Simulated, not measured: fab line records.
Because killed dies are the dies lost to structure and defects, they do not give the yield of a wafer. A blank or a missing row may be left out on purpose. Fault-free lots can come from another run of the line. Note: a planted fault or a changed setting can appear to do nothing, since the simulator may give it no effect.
Comparing a struck lot with a sound one / flow sky130 / 14 steps out of a route of 708
Sound: these wafers, L280.1, L280.2, L280.3. Struck: wafers L293.1, L293.2, L293.4. The cause is named last.
For every step that has rows: the tool of each side, followed by ch and its chambers, followed by its first start. Under that, the readings that differ: sound wafers / struck wafers / difference of the means / sigmas: that difference in standard deviations of wafers without a fault.
alike: words and numbers the same on both sides, and readings whose means are apart by under 2 such deviations; not compared: readings that were withheld, readings missing a value for some wafer, numbers with overlapping values and no deviation given by the record, and bounds like >300 which may hide the same value.
The two part at a step that has a row with sigmas, a row that says differs or no value, or rows on one side only. Non-overlapping numbers with no deviation appear without sigmas and do not part them. A reading missing from all wafers of one side parts the sides only when that side holds two or more wafers.

first, 4 steps without rows for these wafers: SKY_DNWELL_EXPOSE_04 (exposes mask DNM, target cd 3000 nm); SKY_DNWELL_PEB_05; SKY_DNWELL_DEVELOP_06 (develop time 60 s); SKY_DNWELL_IMPLANT_07.
SKY_DNWELL_STRIP_08: strips in O2/N2.
  sound on plasma-asher-01 ch 0,1, day 4 00:43; struck on plasma-asher-01 ch 0,1, day 7 00:50
  alike: drypump-motor-current-A, oes-product-au, strip-time-to-endpoint-s
  not compared: rf-hours-counter-h
SKY_DNWELL_TW_MEAS_09:
  struck on film-metro-02, day 7 00:56; sound on film-metro-02, day 4 00:49
reading=DNWELL_TW; sound=1127 1125 1127; struck=1101 1097 1103; difference=-26; sigmas=-3
then, 6 steps without rows for these wafers: SKY_PWDE_DEHYDRATE_00 (time 60 s); SKY_PWDE_HMDS_01 (prime time 60 s); SKY_PWDE_COAT_02 (resist thk 3000 nm); SKY_PWDE_SOFTBAKE_03; SKY_PWDE_EXPOSE_04 (exposes mask PWDEM, target cd 840 nm); SKY_PWDE_PEB_05.
SKY_PWDE_DEVELOP_06: develop time 60 s.
  sound on litho-track-01 ch 0, day 4 17:00; struck on litho-track-02, day 7 21:00
  no value came back on the struck wafers for chill-plate-temp-C (C), develop-time-s (s); on the sound wafers chill-plate-temp-C (C) reads 23.06 22.95 23.00
SKY_PWDE_OVL_MEAS_07:
  struck on overlay-02, day 7 21:29; sound on overlay-01, day 4 17:41
reading=PWDE_OVL (nm); sound=0.9 1.9 1.9; struck=- - -; difference=no value on the struck wafers; sigmas=

WHERE THEY PART
Last at SKY_PWDE_OVL_MEAS_07 as far as this record goes, first at SKY_DNWELL_TW_MEAS_09.

WHY: what the simulator had put in
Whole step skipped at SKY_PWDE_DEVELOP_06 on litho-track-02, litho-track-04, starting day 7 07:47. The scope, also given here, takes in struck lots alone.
